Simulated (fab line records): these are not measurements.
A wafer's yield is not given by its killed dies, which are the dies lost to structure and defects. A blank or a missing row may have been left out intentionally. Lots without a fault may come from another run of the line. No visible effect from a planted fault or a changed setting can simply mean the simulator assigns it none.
Matching of chambers | flow gf180mcu | 4 sister chambers for GF_V5_CMP_26 on cmp-01
The step polishes, stops on SiO2, t overpolish 15 s, target thk 0 nm. 21 wafers are shown with their chamber, then 10 later ones without.

WAFERS WITH THEIR CHAMBER
wafer  | chamber | motor current A (A) | time to endpoint s (s) | overpolish run s (s)
L559.2 | 1       | 10.1                | 88                     | 14.994
L559.3 | 0       | 8.9                 | 84                     | 14.996
L559.5 | 1       | 10.7                | 88                     | 15.003
L561.1 | 2       | 12.0                | 87                     | 15.001
L561.3 | 3       | 8.7                 | 87                     | 14.987
L561.4 | 1       | 10.6                | 86                     | 14.996
L562.3 | 3       | 9.0                 | 93                     | 15.012
L562.5 | 3       | 8.9                 | 93                     | 15.006
L562.6 | 0       | 8.9                 | 88                     | 15.010
L563.1 | 3       | 9.0                 | 92                     | 15.012
L563.2 | 1       | 10.5                | 88                     | 15.006
L563.3 | 0       | 8.5                 | 88                     | 15.012
L567.1 | 2       | 12.6                | 88                     | 15.001
L567.4 | 3       | 8.8                 | 92                     | 14.997
L568.3 | 3       | 8.6                 | 91                     | 15.004
L568.4 | 0       | 8.7                 | 88                     | 14.996
L577.2 | 1       | 10.3                | 82                     | 15.010
L577.3 | 2       | 12.0                | 83                     | 14.993
L577.6 | 2       | 12.9                | 83                     | 15.010
L579.2 | 0       | 8.9                 | 87                     | 15.013
L579.3 | 3       | 8.6                 | 90                     | 15.017

SIGNATURES, as means of the wafers listed above
reading            | chamber 0 | chamber 1 | chamber 2 | chamber 3 | scatter within a chamber
motor current A    | 8.780     | 10.440    | 12.375    | 8.800     | 0.26
time to endpoint s | 87.00     | 86.40     | 85.25     | 91.14     | 2.26
overpolish run s   | 15.00540  | 15.00180  | 15.00125  | 15.00500  | 0.0086
Rule: a wafer's distance from a chamber is the root of the sum, over the readings, of the square of ((its reading less the chamber's mean) divided by the reading's scatter). The wafer belongs to the nearest chamber; if the next one is less than 2 further off, it can't be placed. How the scatter is found: for the shown wafers, subtract from each reading the mean of its chamber, square and add these, divide the total by (wafers less chambers), then take the root.

WAFERS WITH NO CHAMBER GIVEN
wafer  | motor current A (A) | time to endpoint s (s) | overpolish run s (s)
L579.4 | 11.1                | 83                     | 15.009
L581.1 | 10.5                | 83                     | 14.996
L581.3 | 8.7                 | 82                     | 14.975
L581.6 | 8.7                 | 81                     | 14.998
L582.1 | 8.6                 | 85                     | 14.988
L582.4 | 10.2                | 89                     | 14.986
L582.6 | 9.1                 | 91                     | 14.979
L580.2 | 9.0                 | 85                     | 15.004
L580.3 | 10.2                | 78                     | 14.999
L580.5 | 8.9                 | 84                     | 15.009

THE CHAMBER EACH PASSED THROUGH
wafer  | from the rows above     | in truth
L579.4 | 1                       | 1
L581.1 | 1                       | 1
L581.3 | can't be placed: 0 or 3 | 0
L581.6 | can't be placed: 0 or 3 | 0
L582.1 | can't be placed: 0 or 3 | 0
L582.4 | 1                       | 1
L582.6 | can't be placed: 3 or 0 | 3
L580.2 | can't be placed: 0 or 3 | 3
L580.3 | 1                       | 1
L580.5 | can't be placed: 0 or 3 | 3
Correctly placed: 4 of 10. Cannot be placed on the basis of these rows: 6; the candidates contain the true chamber in 6. Wrongly placed: 0.
